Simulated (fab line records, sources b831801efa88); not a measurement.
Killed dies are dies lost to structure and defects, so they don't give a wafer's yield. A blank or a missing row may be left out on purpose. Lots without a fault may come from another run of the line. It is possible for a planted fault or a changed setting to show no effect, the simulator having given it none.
Which of the tools did it? / flow gf180mcu / 36 wafers from 12 lots sampled at 6 of the route's 602 steps

WHAT THE GAUGES READ, wafer by wafer
GF_NWELL_TW_MEAS_11. Usual: NWELL_TW typically reads 1569, with standard deviation 6.5.
lot=L279; measured=day 3 06:52; on=film metro-03; NWELL_TW=1561 1569 1568; flag=
lot=L280; measured=day 3 12:31; on=film metro-03; NWELL_TW=1574 1570 1575; flag=
lot=L284; measured=day 4 15:20; on=film metro-01; NWELL_TW=1573 1573 1572; flag=
lot=L283; measured=day 4 16:02; on=film metro-03; NWELL_TW=1568 1565 1569; flag=
lot=L285; measured=day 4 18:11; on=film metro-03; NWELL_TW=1562 1575 1568; flag=
lot=L286; measured=day 4 23:56; on=film metro-03; NWELL_TW=1574 1569 1573; flag=
lot=L288; measured=day 5 12:32; on=film metro-01; NWELL_TW=1565 1570 1567; flag=
lot=L291; measured=day 6 02:08; on=film metro-01; NWELL_TW=1573 1576 1563; flag=
lot=L292; measured=day 6 05:26; on=film metro-01; NWELL_TW=1567 1575 1576; flag=
lot=L294; measured=day 6 17:11; on=film metro-02; NWELL_TW=1562 1564 1562; flag=
lot=L301; measured=day 8 06:42; on=film metro-03; NWELL_TW=1807 1794 1804; flag=OFF
lot=L302; measured=day 8 11:11; on=film metro-02; NWELL_TW=1803 1801 1794; flag=OFF

GF_VT_IMPLANT_RS_MEAS_47: uses a four-point probe to measure. Usual: NWELL_RS typically reads 486.0 ohm/sq, with standard deviation 1.2.
lot=L279; measured=day 7 10:20; on=film metro-02; NWELL_RS (ohm/sq)=486.4 487.3 486.0; flag=
lot=L280; measured=day 7 18:36; on=film metro-02; NWELL_RS (ohm/sq)=485.6 485.8 484.9; flag=
lot=L284; measured=day 9 01:52; on=film metro-01; NWELL_RS (ohm/sq)=486.2 485.2 485.4; flag=
lot=L283; measured=day 9 02:56; on=film metro-03; NWELL_RS (ohm/sq)=486.0 488.2 487.1; flag=
lot=L285; measured=day 9 08:22; on=film metro-03; NWELL_RS (ohm/sq)=485.0 485.4 485.7; flag=
lot=L286; measured=day 9 13:43; on=film metro-01; NWELL_RS (ohm/sq)=485.7 485.8 486.2; flag=
lot=L288; measured=day 10 04:14; on=film metro-03; NWELL_RS (ohm/sq)=486.3 485.4 485.5; flag=
lot=L291; measured=day 10 21:52; on=film metro-03; NWELL_RS (ohm/sq)=486.1 485.8 486.9; flag=
lot=L292; measured=day 11 03:21; on=film metro-02; NWELL_RS (ohm/sq)=487.1 487.0 486.7; flag=
lot=L294; measured=day 11 16:04; on=film metro-03; NWELL_RS (ohm/sq)=484.9 484.7 484.2; flag=
lot=L301; measured=day 13 13:26; on=film metro-03; NWELL_RS (ohm/sq)=378.7 379.5 379.3; flag=OFF
lot=L302; measured=day 13 17:46; on=film metro-02; NWELL_RS (ohm/sq)=379.7 379.3 380.4; flag=OFF

GF_CONTACT_BOW_MEAS_05. Usual: CONTACT_BOW typically reads 66 um, with standard deviation 6.9.
lot=L279; measured=day 14 14:40; on=film metro-02; CONTACT_BOW (um)=72 71 68; flag=
lot=L280; measured=day 15 04:35; on=film metro-02; CONTACT_BOW (um)=68 63 57; flag=
lot=L284; measured=day 16 22:08; on=film metro-03; CONTACT_BOW (um)=57 55 59; flag=
lot=L283; measured=day 16 23:05; on=film metro-02; CONTACT_BOW (um)=54 72 64; flag=
lot=L285; measured=day 17 12:47; on=film metro-02; CONTACT_BOW (um)=68 71 65; flag=
lot=L286; measured=day 17 15:17; on=film metro-01; CONTACT_BOW (um)=53 61 53; flag=
lot=L288; measured=day 19 00:19; on=film metro-02; CONTACT_BOW (um)=70 70 67; flag=
lot=L291; measured=day 19 23:44; on=film metro-03; CONTACT_BOW (um)=60 52 58; flag=
lot=L292; measured=day 20 11:28; on=film metro-01; CONTACT_BOW (um)=86 65 61; flag=
lot=L294; measured=day 21 00:28; on=film metro-01; CONTACT_BOW (um)=74 70 69; flag=
lot=L301; measured=day 22 16:10; on=film metro-02; CONTACT_BOW (um)=66 63 64; flag=
lot=L302; measured=day 23 01:26; on=film metro-01; CONTACT_BOW (um)=65 60 73; flag=

GF_V1_THK_MEAS_25: measures by xrf. Usual: V1_W_THK typically reads 354 nm, with standard deviation 4.6.
lot=L279; measured=day 17 11:15; on=film metro-02; V1_W_THK (nm)=353 352 351; flag=
lot=L280; measured=day 18 05:23; on=film metro-04; V1_W_THK (nm)=352 352 355; flag=
lot=L284; measured=day 20 01:41; on=film metro-02; V1_W_THK (nm)=340 343 341; flag=
lot=L283; measured=day 20 03:02; on=film metro-01; V1_W_THK (nm)=358 352 353; flag=
lot=L285; measured=day 20 18:20; on=film metro-01; V1_W_THK (nm)=352 356 356; flag=
lot=L286; measured=day 20 20:06; on=film metro-04; V1_W_THK (nm)=359 357 356; flag=
lot=L288; measured=day 22 05:05; on=film metro-04; V1_W_THK (nm)=350 356 356; flag=
lot=L291; measured=day 23 04:41; on=film metro-01; V1_W_THK (nm)=355 354 357; flag=
lot=L292; measured=day 23 14:39; on=film metro-04; V1_W_THK (nm)=354 357 360; flag=
lot=L294; measured=day 24 02:35; on=film metro-04; V1_W_THK (nm)=352 354 353; flag=
lot=L301; measured=day 25 14:44; on=film metro-04; V1_W_THK (nm)=360 356 359; flag=
lot=L302; measured=day 25 22:37; on=film metro-04; V1_W_THK (nm)=356 358 361; flag=

TOOL THAT RAN EACH LOT (tool first, then ch and the chambers of the sampled wafers, then the start)
lot=L279; GF_NWELL_IMPLANT_08=implanter-04 ch 0, day 3 06:28; GF_V1_SPUTTER_22=pvd sputter-01, day 17 10:58
lot=L280; GF_NWELL_IMPLANT_08=implanter-01 ch 0, day 3 12:08; GF_V1_SPUTTER_22=pvd sputter-02, day 18 05:06
lot=L284; GF_NWELL_IMPLANT_08=implanter-01 ch 0, day 4 14:56; GF_V1_SPUTTER_22=pvd sputter-02, day 20 01:25
lot=L283; GF_NWELL_IMPLANT_08=implanter-01 ch 0, day 4 15:38; GF_V1_SPUTTER_22=pvd sputter-01, day 20 02:46
lot=L285; GF_NWELL_IMPLANT_08=implanter-01 ch 0, day 4 17:38; GF_V1_SPUTTER_22=pvd sputter-02, day 20 18:04
lot=L286; GF_NWELL_IMPLANT_08=implanter-04 ch 0, day 4 23:32; GF_V1_SPUTTER_22=pvd sputter-04, day 20 19:50
lot=L288; GF_NWELL_IMPLANT_08=implanter-02 ch 0, day 5 12:09; GF_V1_SPUTTER_22=pvd sputter-02, day 22 04:48
lot=L291; GF_NWELL_IMPLANT_08=implanter-04 ch 0, day 6 01:44; GF_V1_SPUTTER_22=pvd sputter-02, day 23 04:25
lot=L292; GF_NWELL_IMPLANT_08=implanter-04 ch 0, day 6 05:03; GF_V1_SPUTTER_22=pvd sputter-04, day 23 14:22
lot=L294; GF_NWELL_IMPLANT_08=implanter-04 ch 0, day 6 16:47; GF_V1_SPUTTER_22=pvd sputter-01, day 24 02:19
lot=L301; GF_NWELL_IMPLANT_08=implanter-04 ch 0, day 8 06:19; GF_V1_SPUTTER_22=pvd sputter-02, day 25 14:25
lot=L302; GF_NWELL_IMPLANT_08=implanter-04 ch 0, day 8 10:47; GF_V1_SPUTTER_22=pvd sputter-01, day 25 22:20
- GF_NWELL_IMPLANT_08
- GF_V1_SPUTTER_22: material TiN, target thk 10 nm, time 40 s.

AS READ BY THE TOOLS THEMSELVES (means over the sampled wafers that have a number; for cases with no such wafer, the mark the record gives instead)
GF_NWELL_IMPLANT_08. Usual: dose ions cm2 1.5002e+13, standard deviation 1.5e+10; faraday current uA 84.3, standard deviation 1.7.
lot=L279; tool=implanter-04; dose ions cm2=1.5005e+13; faraday current uA=84.1; flag=
lot=L280; tool=implanter-01; dose ions cm2=1.4993e+13; faraday current uA=84.1; flag=
lot=L284; tool=implanter-01; dose ions cm2=1.4998e+13; faraday current uA=85.6; flag=
lot=L283; tool=implanter-01; dose ions cm2=1.5006e+13; faraday current uA=85.0; flag=
lot=L285; tool=implanter-01; dose ions cm2=1.4984e+13; faraday current uA=85.1; flag=
lot=L286; tool=implanter-04; dose ions cm2=1.5007e+13; faraday current uA=84.0; flag=
lot=L288; tool=implanter-02; dose ions cm2=1.5004e+13; faraday current uA=83.9; flag=
lot=L291; tool=implanter-04; dose ions cm2=1.4995e+13; faraday current uA=85.2; flag=
lot=L292; tool=implanter-04; dose ions cm2=1.4993e+13; faraday current uA=84.6; flag=
lot=L294; tool=implanter-04; dose ions cm2=1.5002e+13; faraday current uA=85.7; flag=
lot=L301; tool=implanter-04; dose ions cm2=2.4696e+13; faraday current uA=138.3; flag=OFF
lot=L302; tool=implanter-04; dose ions cm2=2.4676e+13; faraday current uA=137.1; flag=OFF

GF_V1_SPUTTER_22. Usual: cathode dc power W 4000.0 W, standard deviation 0.79; chamber pressure pa 4.999 Pa, standard deviation 0.01; throttle valve pct 30.5 %, standard deviation 1.
lot=L279; tool=pvd sputter-01; cathode dc power W (W)=4000.5; chamber pressure pa (Pa)=5.002; throttle valve pct (%)=28.7; flag=
lot=L280; tool=pvd sputter-02; cathode dc power W (W)=4001.3; chamber pressure pa (Pa)=4.998; throttle valve pct (%)=31.0; flag=
lot=L284; tool=pvd sputter-02; cathode dc power W (W)=4000.8; chamber pressure pa (Pa)=4.999; throttle valve pct (%)=31.3; flag=
lot=L283; tool=pvd sputter-01; cathode dc power W (W)=3999.8; chamber pressure pa (Pa)=5.000; throttle valve pct (%)=29.1; flag=
lot=L285; tool=pvd sputter-02; cathode dc power W (W)=4000.2; chamber pressure pa (Pa)=5.001; throttle valve pct (%)=31.0; flag=
lot=L286; tool=pvd sputter-04; cathode dc power W (W)=4000.7; chamber pressure pa (Pa)=5.002; throttle valve pct (%)=30.3; flag=
lot=L288; tool=pvd sputter-02; cathode dc power W (W)=4000.7; chamber pressure pa (Pa)=5.000; throttle valve pct (%)=31.1; flag=
lot=L291; tool=pvd sputter-02; cathode dc power W (W)=3999.7; chamber pressure pa (Pa)=4.989; throttle valve pct (%)=31.0; flag=
lot=L292; tool=pvd sputter-04; cathode dc power W (W)=4000.0; chamber pressure pa (Pa)=5.001; throttle valve pct (%)=30.3; flag=
lot=L294; tool=pvd sputter-01; cathode dc power W (W)=3999.8; chamber pressure pa (Pa)=5.000; throttle valve pct (%)=29.8; flag=
lot=L301; tool=pvd sputter-02; cathode dc power W (W)=3999.9; chamber pressure pa (Pa)=4.997; throttle valve pct (%)=31.1; flag=
lot=L302; tool=pvd sputter-01; cathode dc power W (W)=3999.5; chamber pressure pa (Pa)=5.007; throttle valve pct (%)=29.0; flag=

THE ANSWER, worked out from the rows above alone
Rule: a lot counts as off when the mean over its wafers that have a number is more than 3 standard deviations away from the usual mean. A lot without any number at a reading at which 4 lots or more have one is off too. Any other lot the step has rows for is counted as sound. After the gauges, taken in route order, come the tools' own readings; for these a lot's mean is taken, as printed above. At the first step where some lot is off, the reading lying furthest off is the one used; lots without a number count as furthest.
Off: at GF_NWELL_TW_MEAS_11 (NWELL_TW), L301, L302.
If a tool, at a process step before that reading, ran all the lots that are off and no sound lot after the first of them, it fits. Not tried: the gauges at GF_NWELL_TW_MEAS_11; whatever is off there is also off at GF_NWELL_IMPLANT_08, on other tools, and gauge error can't account for it. One fits: GF_NWELL_IMPLANT_08 on implanter-04. A fault onset in the window from L294 (day 6 16:47, its last sound lot) to L301 (day 8 06:19, its first lot off) fits.
The tool's own readings at GF_NWELL_IMPLANT_08 bear it out: on the lots that are off they differ by more than 5 times the standard deviation of the sound lots' means. dose ions cm2 reads 2.4686e+13 there against 1.4999e+13 on the sound lots; faraday current uA reads 137.7 there against 84.7 on the sound lots.

WHAT THE SIMULATOR PUT IN
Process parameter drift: implanter-04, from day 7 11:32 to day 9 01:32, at GF_NWELL_IMPLANT_08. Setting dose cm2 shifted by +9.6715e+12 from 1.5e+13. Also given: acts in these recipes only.
Struck lots among those shown: L301, L302. The same result came from the rule above.
